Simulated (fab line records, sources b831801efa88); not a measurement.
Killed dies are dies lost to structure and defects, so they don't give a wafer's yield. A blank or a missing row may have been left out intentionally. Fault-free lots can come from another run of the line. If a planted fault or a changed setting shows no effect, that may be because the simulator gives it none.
Which of the tools did it? -- flow sky130 -- 42 wafers from 14 lots sampled at 3 of the route's 708 steps

## WHAT EACH GAUGE READ, for each wafer
SKY_NWELL_THK_MEAS_02. Usual: NWELL_OXIDATION_THK 10.00 nm, standard deviation 0.16.
lot,measured,on,NWELL_OXIDATION_THK (nm),flag
L548,day 2 21:50,film metro-02,9.83 9.98 10.15,
L549,day 3 08:56,film metro-02,10.07 9.94 9.90,
L550,day 3 08:58,film metro-04,9.93 9.95 10.12,
L551,day 3 15:20,film metro-02,9.89 10.03 10.04,
L553,day 4 01:23,film metro-02,9.92 9.90 10.07,
L554,day 4 05:59,film metro-04,10.14 10.13 9.99,
L555,day 4 11:54,film metro-02,9.97 9.88 10.04,
L556,day 4 18:20,film metro-02,10.15 10.17 9.97,
L557,day 4 22:40,film metro-04,10.07 10.01 10.10,
L565,day 6 15:47,film metro-01,9.76 9.92 9.85,
L566,day 6 23:16,film metro-04,10.01 9.88 9.83,
L567,day 7 00:49,film metro-01,10.07 10.14 10.01,
L568,day 7 06:04,film metro-01,10.10 10.16 10.11,
L569,day 7 12:09,film metro-04,9.80 9.66 9.55,

SKY_VT_ADJUST_HVTR_OVL_MEAS_08. Usual: VT_ADJUST_HVTR_OVL -0.3 nm, standard deviation 1.6.
lot,measured,on,VT_ADJUST_HVTR_OVL (nm),flag
L548,day 10 04:22,overlay-02,-0.2 -0.6 -1.3,
L549,day 10 18:55,overlay-01,1.4 1.6 -0.8,
L550,day 10 20:02,overlay-02,-0.6 1.0 0.5,
L551,day 11 06:17,overlay-02,0.2 0.7 2.2,
L553,day 11 19:08,overlay-01,-1.3 -0.4 -1.2,
L554,day 11 23:16,overlay-01,-0.1 2.1 0.9,
L555,day 12 08:31,overlay-02,-1.4 -0.2 -1.8,
L556,day 12 17:14,overlay-01,2.0 2.3 0.4,
L557,day 12 23:56,overlay-01,-2.1 -0.8 0.7,
L565,day 15 10:55,overlay-01,0.2 2.3 1.7,
L566,day 15 20:35,overlay-01,-1.7 -2.8 -1.3,
L567,day 15 21:43,overlay-01,2.6 0.6 3.1,
L568,day 16 05:20,overlay-02,-0.8 0.7 1.0,
L569,day 16 13:22,overlay-02,-1.0 -0.9 -0.8,

## WHAT TOOL EACH LOT RAN ON (gives the tool, then ch and the chambers of the sampled wafers, and finally the start)
lot,SKY_VT_ADJUST_HVTP_IMPLANT_09
L548,"implanter-04 ch 0, day 6 15:28"
L549,"implanter-04 ch 0, day 7 04:55"
L550,"implanter-02 ch 0, day 7 05:20"
L551,"implanter-02 ch 0, day 7 12:55"
L553,"implanter-02 ch 0, day 7 23:56"
L554,"implanter-04 ch 0, day 8 04:17"
L555,"implanter-04 ch 0, day 8 12:01"
L556,"implanter-04 ch 0, day 8 19:50"
L557,"implanter-01 ch 0, day 9 00:59"
L565,"implanter-01 ch 0, day 11 05:19"
L566,"implanter-01 ch 0, day 11 14:11"
L567,"implanter-02 ch 0, day 11 15:43"
L568,"implanter-02 ch 0, day 11 22:39"
L569,"implanter-02 ch 0, day 12 05:49"
- SKY_VT_ADJUST_HVTP_IMPLANT_09

## AS READ BY THE TOOLS THEMSELVES (means over the sampled wafers that have a number; for cases with no such wafer, the mark the record gives instead)
SKY_VT_ADJUST_HVTP_IMPLANT_09. Usual: 149.99 for beam energy keV, sd 0.054.
lot,tool,beam energy keV,flag
L548,implanter-04,149.96,
L549,implanter-04,149.90,
L550,implanter-02,150.05,
L551,implanter-02,150.07,
L553,implanter-02,149.96,
L554,implanter-04,150.08,
L555,implanter-04,150.01,
L556,implanter-04,150.01,
L557,implanter-01,149.95,
L565,implanter-01,158.61,OFF
L566,implanter-01,158.73,OFF
L567,implanter-02,149.95,
L568,implanter-02,149.97,
L569,implanter-02,149.99,

## THE ANSWER, worked out from the rows above alone
Rule: take the mean of a lot's wafers that have a number; if it is more than 3 standard deviations from the usual mean, the lot is off. Also off: a lot with no number at a reading for which 4 or more lots have one. Any other lot the step has rows for is counted as sound. Order of review: gauges by route order, followed by the tools' own readings, for which a lot's mean as printed above is used. At the first step where some lot is off, the reading lying furthest off is the one used; lots without a number count as furthest.
Off: L565, L566, at SKY_VT_ADJUST_HVTP_IMPLANT_09 (beam energy keV).
A tool fits if, at that step or a process step before it, it ran every lot that is off, and no sound lot after the first of them. One fits: implanter-01 at SKY_VT_ADJUST_HVTP_IMPLANT_09. A fault onset in the window from L557 (day 9 00:59, its last sound lot) to L565 (day 11 05:19, its first lot off) fits.
The tool's own readings at SKY_VT_ADJUST_HVTP_IMPLANT_09 bear it out: on the lots that are off they differ by more than 5 times the standard deviation of the sound lots' means. beam energy keV reads 158.67 there against 149.99 on the sound lots.

## WHAT THE SIMULATOR HAD PUT IN
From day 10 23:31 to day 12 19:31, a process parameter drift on implanter-01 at SKY_VT_ADJUST_HVTP_IMPLANT_09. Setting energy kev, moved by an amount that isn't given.
Lots struck among those shown: L565, L566. Same finding as the rule above.
